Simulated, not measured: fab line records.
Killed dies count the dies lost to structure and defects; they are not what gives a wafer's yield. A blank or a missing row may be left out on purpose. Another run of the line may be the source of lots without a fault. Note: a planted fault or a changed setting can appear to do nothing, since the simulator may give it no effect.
Which of the tools did it?	flow gf180mcu	Sampling: 24 lots, 72 wafers, 6 of 602 route steps

== WHAT EACH GAUGE READ, for each wafer ==
GF_DUAL_GATE_THK_MEAS_03.
lot	measured	on	DUAL_GATE_OXIDATION_00_THK (nm)
L074	day 7 13:59	film-metro-01	10.56 10.63 10.64
L075	day 7 19:07	film-metro-01	10.68 10.75 10.84
L076	day 8 01:44	film-metro-01	10.96 11.09 11.00
L077	day 8 11:26	film-metro-03	10.84 10.90 11.05
L078	day 8 19:35	film-metro-04	10.63 10.63 10.45
L079	day 9 06:07	film-metro-04	10.70 10.84 10.82
L080	day 9 11:52	film-metro-01	10.36 10.37 10.60
L081	day 9 16:40	film-metro-01	11.02 10.91 11.17
L082	day 10 06:02	film-metro-01	10.75 10.81 10.65
L083	day 10 12:35	film-metro-04	10.77 10.78 10.78
L084	day 10 16:25	film-metro-04	10.90 10.83 10.79
L085	day 10 20:20	film-metro-03	10.81 10.68 10.45
L086	day 11 01:35	film-metro-03	10.81 10.82 10.74
L087	day 11 07:58	film-metro-04	11.29 11.48 11.24
L088	day 11 16:33	film-metro-04	11.29 11.11 11.23
L089	day 11 19:46	film-metro-01	10.96 10.96 11.00
L090	day 12 02:38	film-metro-03	10.96 10.98 11.03
L091	day 12 08:31	film-metro-01	10.97 10.86 10.80
L092	day 12 15:37	film-metro-01	10.73 10.63 10.73
L093	day 13 00:56	film-metro-01	10.97 10.90 11.10
L094	day 13 06:29	film-metro-04	11.09 11.09 11.07
L095	day 13 17:25	film-metro-01	11.32 11.07 11.09
L096	day 13 20:28	film-metro-03	11.26 11.28 11.30
L097	day 14 04:08	film-metro-03	10.56 10.81 10.66

GF_HV_LDD_TW_MEAS_11.
lot	measured	on	HV_LDD_TW
L074	day 9 21:34	film-metro-03	2351 2348 2356
L075	day 10 03:53	film-metro-02	2439 2445 2443
L076	day 10 11:47	film-metro-02	2430 2434 2433
L077	day 10 23:01	film-metro-02	2445 2442 2441
L078	day 11 08:14	film-metro-03	2339 2312 2327
L079	day 11 19:04	film-metro-02	2426 2422 2428
L080	day 12 00:47	film-metro-02	2419 2426 2431
L081	day 12 06:36	film-metro-03	2345 2339 2346
L082	day 12 20:02	film-metro-01	2366 2375 2366
L083	day 13 02:55	film-metro-03	2332 2340 2338
L084	day 13 07:07	film-metro-03	2325 2320 2331
L085	day 13 09:44	film-metro-02	2437 2429 2430
L086	day 13 16:26	film-metro-01	2352 2340 2342
L087	day 13 23:31	film-metro-02	2442 2442 2445
L088	day 14 10:07	film-metro-03	2338 2335 2345
L089	day 14 15:43	film-metro-01	2377 2355 2361
L090	day 14 21:37	film-metro-03	2334 2341 2333
L091	day 15 04:01	film-metro-02	2441 2434 2440
L092	day 15 10:47	film-metro-02	2457 2439 2449
L093	day 15 20:29	film-metro-03	2339 2344 2330
L094	day 16 02:49	film-metro-02	2440 2448 2435
L095	day 16 16:40	film-metro-02	2431 2440 2437
L096	day 16 20:43	film-metro-03	2340 2345 2332
L097	day 17 03:35	film-metro-02	2459 2463 2445

GF_CONTACT_CD_MEAS_14: target cd 220 nm.
lot	measured	on	cd-nm (nm)
L074	day 15 20:43	cd-sem-01	219.6 219.0 220.4
L075	day 16 06:29	cd-sem-01	220.0 218.3 219.2
L076	day 16 16:15	cd-sem-02	219.0 221.3 220.2
L077	day 17 05:19	cd-sem-02	220.0 218.6 220.9
L078	day 17 15:07	cd-sem-02	218.0 215.9 218.5
L079	day 18 05:56	cd-sem-02	220.4 218.7 219.6
L080	day 18 15:24	cd-sem-02	219.7 222.2 220.2
L081	day 18 22:59	cd-sem-01	215.3 217.0 215.9
L082	day 19 15:22	cd-sem-01	219.6 219.9 218.0
L083	day 20 00:04	cd-sem-02	219.1 218.7 217.6
L084	day 20 00:25	cd-sem-02	220.4 218.5 220.7
L085	day 20 05:52	cd-sem-01	218.6 217.8 218.0
L086	day 20 13:37	cd-sem-02	219.6 217.5 218.8
L087	day 20 22:46	cd-sem-02	221.4 221.2 219.6
L088	day 21 11:40	cd-sem-01	220.7 221.8 220.6
L089	day 21 17:06	cd-sem-02	222.4 223.3 222.4
L090	day 21 22:52	cd-sem-02	219.7 218.9 219.6
L091	day 22 06:10	cd-sem-02	219.7 220.9 222.5
L092	day 22 15:20	cd-sem-02	219.4 220.3 218.7
L093	day 23 00:42	cd-sem-02	219.6 220.7 220.0
L094	day 23 05:14	cd-sem-02	219.3 219.6 219.9
L095	day 23 21:42	cd-sem-02	220.7 219.1 219.9
L096	day 24 02:22	cd-sem-02	219.0 218.0 218.8
L097	day 24 07:56	cd-sem-02	217.9 220.6 220.7

GF_MIM_THK_MEAS_11: measures by xrf.
lot	measured	on	MIM_ALCU_THK (nm)
L074	day 24 06:50	film-metro-03	199.9 200.5 200.5
L075	day 24 16:41	film-metro-04	204.1 203.0 203.1
L076	day 25 01:51	film-metro-02	203.7 204.1 203.3
L077	day 25 13:37	film-metro-03	201.5 203.3 201.4
L078	day 26 00:31	film-metro-04	206.8 203.1 206.9
L079	day 26 10:51	film-metro-02	202.8 202.5 203.9
L080	day 26 21:10	film-metro-02	204.1 200.3 200.3
L081	day 27 02:59	film-metro-04	204.4 204.8 204.1
L082	day 27 17:52	film-metro-04	199.8 199.6 200.0
L083	day 28 00:11	film-metro-04	198.8 199.9 199.8
L084	day 28 00:40	film-metro-04	199.5 200.5 199.4
L085	day 28 04:16	film-metro-02	204.6 205.9 204.2
L086	day 28 10:34	film-metro-03	201.8 201.2 201.0
L087	day 28 19:29	film-metro-03	200.3 201.8 199.4
L088	day 29 04:02	film-metro-03	201.3 201.3 199.3
L089	day 29 10:56	film-metro-04	203.6 203.6 204.5
L090	day 29 15:18	film-metro-03	201.8 202.2 202.7
L091	day 29 19:25	film-metro-02	203.2 202.8 204.1
L092	day 30 02:01	film-metro-04	202.9 201.9 202.5
L093	day 30 11:26	film-metro-03	197.9 201.1 197.4
L094	day 30 16:39	film-metro-02	206.2 205.4 203.9
L095	day 31 09:34	film-metro-02	199.8 200.8 201.2
L096	day 31 08:59	film-metro-03	200.8 201.7 202.5
L097	day 31 11:54	film-metro-03	201.3 200.6 201.6

== WHICH TOOL RAN EACH LOT (tool, then ch and the chambers of the sampled wafers, then the start) ==
lot	GF_VT_IMPLANT_STRIP_42	GF_SALICIDE_SPUTTER_02
L074	plasma-asher-02 ch 0,1, day 7 11:34	pvd-sputter-04, day 14 21:46
L075	plasma-asher-02 ch 0,1, day 7 15:47	pvd-sputter-03, day 15 07:20
L076	plasma-asher-01 ch 0,1, day 7 23:20	pvd-sputter-03, day 15 17:16
L077	plasma-asher-02 ch 0,1, day 8 08:59	pvd-sputter-01, day 16 05:22
L078	plasma-asher-02 ch 0,1, day 8 16:46	pvd-sputter-01, day 16 14:28
L079	plasma-asher-01 ch 0,1, day 9 03:41	pvd-sputter-04, day 17 05:31
L080	plasma-asher-02 ch 0,1, day 9 09:28	pvd-sputter-03, day 17 13:55
L081	plasma-asher-02 ch 0,1, day 9 13:20	pvd-sputter-04, day 17 21:25
L082	plasma-asher-04 ch 0,1, day 10 03:20	pvd-sputter-01, day 18 13:49
L083	plasma-asher-01 ch 0,1, day 10 07:30	pvd-sputter-04, day 18 22:08
L084	plasma-asher-04 ch 0,1, day 10 11:50	pvd-sputter-01, day 18 23:23
L085	plasma-asher-01 ch 0,1, day 10 17:54	pvd-sputter-03, day 19 03:55
L086	plasma-asher-04 ch 0,1, day 10 21:07	pvd-sputter-04, day 19 12:20
L087	plasma-asher-04 ch 0,1, day 11 04:47	pvd-sputter-01, day 19 21:39
L088	plasma-asher-04 ch 0,1, day 11 14:02	pvd-sputter-04, day 20 10:43
L089	plasma-asher-04 ch 1, day 11 17:20	pvd-sputter-03, day 20 15:43
L090	plasma-asher-01 ch 0,1, day 11 23:44	pvd-sputter-03, day 20 21:53
L091	plasma-asher-04 ch 0,1, day 12 05:45	pvd-sputter-01, day 21 05:01
L092	plasma-asher-02 ch 0,1, day 12 13:11	pvd-sputter-01, day 21 14:48
L093	plasma-asher-01 ch 0,1, day 12 21:41	pvd-sputter-04, day 21 23:10
L094	plasma-asher-02 ch 0,1, day 13 04:03	pvd-sputter-01, day 22 04:54
L095	plasma-asher-04 ch 0,1, day 13 12:26	pvd-sputter-03, day 22 21:43
L096	plasma-asher-04 ch 0,1, day 13 18:02	pvd-sputter-03, day 23 02:54
L097	plasma-asher-04 ch 0,1, day 14 01:43	pvd-sputter-01, day 23 07:48
- GF_VT_IMPLANT_STRIP_42: strips in O2/N2.
- GF_SALICIDE_SPUTTER_02: material Co, target thk 10 nm, time 20 s.

== WHAT THE TOOLS THEMSELVES READ (means of the sampled wafers that have a number; where no wafer has one, the mark that the record gives instead) ==
GF_VT_IMPLANT_STRIP_42.
lot	tool	chamber-pressure-mTorr (mTorr)	drypump-motor-current-A (A)	heater-power-w (W)	oes-product-au (a.u.)	strip-time-to-endpoint-s (s)
L074	plasma-asher-02	1500.4	6.2	400	0.714	12.65
L075	plasma-asher-02	1500.5	6.2	396	0.717	12.62
L076	plasma-asher-01	1499.6	5.4	328	0.720	12.58
L077	plasma-asher-02	1500.5	6.0	373	0.718	12.60
L078	plasma-asher-02	1499.1	6.1	396	0.718	12.62
L079	plasma-asher-01	1499.1	5.3	357	0.712	12.63
L080	plasma-asher-02	1499.4	6.0	373	0.716	12.58
L081	plasma-asher-02	1501.2	6.0	379	0.715	12.60
L082	plasma-asher-04	1499.7	5.7	307	0.715	12.61
L083	plasma-asher-01	1499.4	5.3	354	0.713	12.67
L084	plasma-asher-04	1500.0	6.0	302	0.710	12.58
L085	plasma-asher-01	1501.7	5.3	363	0.712	12.60
L086	plasma-asher-04	1499.9	5.7	305	0.719	12.62
L087	plasma-asher-04	1499.6	6.0	293	0.717	12.62
L088	plasma-asher-04	1499.9	5.7	317	0.716	12.59
L089	plasma-asher-04	1499.8	6.4	288	0.717	12.59
L090	plasma-asher-01	1500.7	5.4	333	0.711	12.61
L091	plasma-asher-04	1500.2	6.0	297	0.717	12.64
L092	plasma-asher-02	1501.9	6.0	384	0.717	12.61
L093	plasma-asher-01	1499.7	5.3	358	0.716	12.63
L094	plasma-asher-02	1500.0	6.2	396	0.716	12.59
L095	plasma-asher-04	1499.4	6.0	295	0.715	12.58
L096	plasma-asher-04	1499.8	5.7	308	0.717	12.65
L097	plasma-asher-04	1500.8	5.7	306	0.713	12.62

GF_SALICIDE_SPUTTER_02.
lot	tool	throttle-valve-pct (%)
L074	pvd-sputter-04	30.7
L075	pvd-sputter-03	29.8
L076	pvd-sputter-03	29.4
L077	pvd-sputter-01	29.4
L078	pvd-sputter-01	29.6
L079	pvd-sputter-04	31.1
L080	pvd-sputter-03	29.9
L081	pvd-sputter-04	30.6
L082	pvd-sputter-01	30.6
L083	pvd-sputter-04	30.6
L084	pvd-sputter-01	29.6
L085	pvd-sputter-03	29.5
L086	pvd-sputter-04	30.7
L087	pvd-sputter-01	30.3
L088	pvd-sputter-04	30.5
L089	pvd-sputter-03	29.9
L090	pvd-sputter-03	30.1
L091	pvd-sputter-01	29.7
L092	pvd-sputter-01	30.0
L093	pvd-sputter-04	30.6
L094	pvd-sputter-01	30.6
L095	pvd-sputter-03	30.0
L096	pvd-sputter-03	29.7
L097	pvd-sputter-01	30.3

== THE ANSWER, worked out from the rows above alone ==
Rule: usual is defined by the lots themselves. The widest of any qualifying gaps counts: lots, ordered by their means at a reading, are off when they make up no more than a third of the lots, leave a main group of 4 or more, and stand apart from it by 3 or more times the standard deviation of that group's means. If all means in a main group match to the digits the tables above print for the reading, that group is not used. Also off: a lot with no number at a reading for which 4 or more lots have one. Where the step has rows for the other lots, those lots are counted as sound. First the gauges in route order, then the tools' own readings, where a lot's mean is used as printed above. The first step at which some lot is off is used, and at that step the reading that is off furthest; a lot without a number counts as furthest.
Nothing can be told from this: no lot is off at any reading shown.

== WHAT HAD BEEN PUT IN BY THE SIMULATOR ==
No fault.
